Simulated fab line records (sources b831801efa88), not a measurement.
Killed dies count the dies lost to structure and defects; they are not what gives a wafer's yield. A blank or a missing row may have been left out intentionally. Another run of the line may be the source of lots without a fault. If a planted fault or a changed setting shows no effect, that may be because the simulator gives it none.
Struck lot and sound lot, side by side || flow sky130 || 21 out of 708 route steps
Sound: the wafers L804.1, L804.3, L804.4. Wafers struck: L806.2, L806.5, L806.6. The cause comes at the end.
At each step with rows: each side's tool, then ch and its chambers, then its first start. Under that, the readings that differ: sound wafers || struck wafers || difference of the means || sigmas: that difference in standard deviations of wafers without a fault.
alike: words and numbers the same on both sides, and readings whose means are apart by under 2 such deviations; not compared: readings that were withheld, readings missing a value for some wafer, numbers with overlapping values and no deviation given by the record, and bounds like >300 which may hide the same value.
A row with sigmas, a row that says differs or no value, or rows on one side alone: a step with any of these is where the two part. When numbers do not overlap yet have no deviation, they are printed without sigmas and do not part them. Lack of a reading on every wafer of one side parts them only where that side has two or more wafers.

SKY_SD_N_RS_MEAS_17: uses a four-point probe to measure.
  sound on film_metro-02 at day 31 01:36; struck on film_metro-02 at day 31 21:54
  alike: SD_P_RS
SKY_SD_N_RS_MEAS_18: uses a four-point probe to measure.
  sound on film_metro-02 at day 31 01:43; struck on film_metro-02 at day 31 22:01
  alike: RES_XHIGH_RS
then, 2 steps without rows for these wafers: SKY_SALICIDE_CLEAN_00 (cleans in HF-last, time 30 s); SKY_LI_CONTACT_HDPCVD_00 (deposits PSG, target thk 930 nm, time 155 s).
SKY_LI_CONTACT_THK_MEAS_01:
  sound on film_metro-01 at day 31 01:58; struck on film_metro-04 at day 31 22:15
  alike: LI_CONTACT_HDPCVD_THK
SKY_LI_CONTACT_CMP_02: polishes PSG.
  sound on cmp-02 ch 0,2,3, day 31 02:02; struck on cmp-02 ch 0,2,3, day 31 22:27
  alike: motor_current_A, slurry_flow_ml_min, time_to_endpoint_s
SKY_LI_CONTACT_BOW_MEAS_03:
  sound on film_metro-01 at day 31 02:20; struck on film_metro-01 at day 31 22:37
  alike: LI_CONTACT_BOW
then, 5 steps without rows for these wafers: SKY_LI_CONTACT_DEHYDRATE_04 (time 60 s); SKY_LI_CONTACT_HMDS_05 (prime time 60 s); SKY_LI_CONTACT_COAT_06 (resist thk 60 nm); SKY_LI_CONTACT_COAT_07 (resist thk 450 nm); SKY_LI_CONTACT_SOFTBAKE_08 (time 90 s).
SKY_LI_CONTACT_EXPOSE_09: exposes mask LICM1, target cd 170 nm.
  sound on krf_scanner-02 ch 0, day 31 16:35; struck on krf_scanner-02 ch 0, day 32 12:31
{"reading": "mask", "sound": "LICM1#0 LICM1#0 LICM1#0", "struck": "LICM1_R1#0 LICM1_R1#0 LICM1_R1#0", "difference": "differs", "sigmas": ""}
  alike: exposure_dose_mJ_cm2
then, 2 steps without rows for these wafers: SKY_LI_CONTACT_PEB_10; SKY_LI_CONTACT_DEVELOP_11 (develop time 60 s).
SKY_LI_CONTACT_CD_MEAS_12: target cd 170 nm.
  sound on cd_sem-02 at day 32 06:09; struck on cd_sem-01 at day 33 02:08
{"reading": "cd_nm (nm)", "sound": "167.6 168.8 168.8", "struck": "136.7 138.6 136.8", "difference": -31.0, "sigmas": -24}
SKY_LI_CONTACT_OVL_MEAS_13:
  sound on overlay-01 at day 32 06:16; struck on overlay-02 at day 33 02:15
  alike: LI_CONTACT_OVL
SKY_LI_CONTACT_ETCH_14: etches BARC in N2/H2, stops on SiO2, time 45.9 s, target depth 60 nm.
  sound on rie_diel-03 ch 2,3, day 32 06:19; struck on rie_diel-04 ch 2,3, day 33 02:17
{"reading": "model.LI_CONTACT.cd_nm (nm)", "sound": "167.6 167.8 168.9", "struck": "136 137.9 137.4", "difference": -31, "sigmas": ""}
  alike: drypump_motor_current_A, oes_product_au, throttle_valve_pct
  not compared: rf_hours_counter_h
SKY_LI_CONTACT_ETCH_15: etches PSG in C4F8/O2/Ar, stops on Si, target depth 600 nm.
  sound on rie_diel-03 ch 2,3, day 32 06:21; struck on rie_diel-04 ch 2,3, day 33 02:19
{"reading": "model.LI_CONTACT.cd_nm (nm)", "sound": "167.1 168.2 168.3", "struck": "136.1 137.8 137.4", "difference": -30.8, "sigmas": ""}
  alike: oes_product_au
SKY_LI_CONTACT_STRIP_16: strips in O2/N2.
  sound on plasma_asher-04 ch 0,1, day 32 06:26; struck on plasma_asher-01 ch 0,1, day 33 02:25
{"reading": "strip_time_to_endpoint_s (s)", "sound": "3.41 3.47 3.41", "struck": "3.53 3.56 3.54", "difference": "+0.11", "sigmas": "+3"}
  alike: drypump_motor_current_A, oes_product_au
  not compared: rf_hours_counter_h
-- the record jumps here: 15 days lie between the struck wafers' starts before and after (it left off in module LI_CONTACT and takes up again in module PAD_OPEN, whose first step shown is number 708 of the route) --
SKY_PAD_OPEN_PROBE_99:
  the record has rows for the struck wafers here (prober-02, day 48 13:53) and none for the sound ones

== WHERE THEY PART ==
Earliest at SKY_LI_CONTACT_EXPOSE_09; latest, in this record, at SKY_PAD_OPEN_PROBE_99.

WHY: the cause the simulator had injected
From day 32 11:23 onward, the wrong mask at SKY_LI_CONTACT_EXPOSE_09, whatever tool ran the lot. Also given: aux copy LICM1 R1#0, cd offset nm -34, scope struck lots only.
